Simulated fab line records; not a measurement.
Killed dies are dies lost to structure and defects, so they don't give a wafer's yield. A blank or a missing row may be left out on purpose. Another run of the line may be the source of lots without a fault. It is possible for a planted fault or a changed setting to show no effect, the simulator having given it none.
Matching of chambers -- flow sky130 -- cmp-02 running SKY_LI_CONTACT_CMP_02: 4 sister chambers
The step polishes PSG. 4 wafers are shown with their chamber, then 7 later ones without.

## EACH WAFER AND ITS CHAMBER
wafer,chamber,head_pressure_psi (psi)
L875.6,1,4.003
L874.1,2,4.000
L876.3,0,3.991
L876.4,3,3.996

## WAFERS WHOSE CHAMBER IS MISSING
wafer,head_pressure_psi (psi)
L876.6,4.004
L886.1,4.008
L886.3,3.994
L886.6,4.007
L888.2,4.000
L888.5,4.005
L888.6,3.992

## CHAMBER TAKEN BY EACH
wafer,from the rows above,in truth
L876.6,can't be placed: 1 or 2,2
L886.1,can't be placed: 1 or 2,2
L886.3,can't be placed: 3 or 0 or 2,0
L886.6,can't be placed: 1 or 2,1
L888.2,can't be placed: 2 or 1 or 3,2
L888.5,can't be placed: 1 or 2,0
L888.6,can't be placed: 0 or 3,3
0 of 7 placed correctly. Not placeable from these rows: 7 (in 6, the candidates include the true chamber). Number placed wrongly: 0.
How it was worked out, from the rows above alone: a wafer's distance from a chamber is the root of the sum, over the readings, of the square of ((its reading less the chamber's mean) divided by the reading's scatter). The wafer belongs to the nearest chamber; if the next one is less than 2 further off, it can't be placed. The mean given for a chamber averages the wafers shown for that chamber. The scatter (one wafer shown for each chamber): square how far every hidden wafer sits from the nearest shown wafer, average those squares and take the square root.
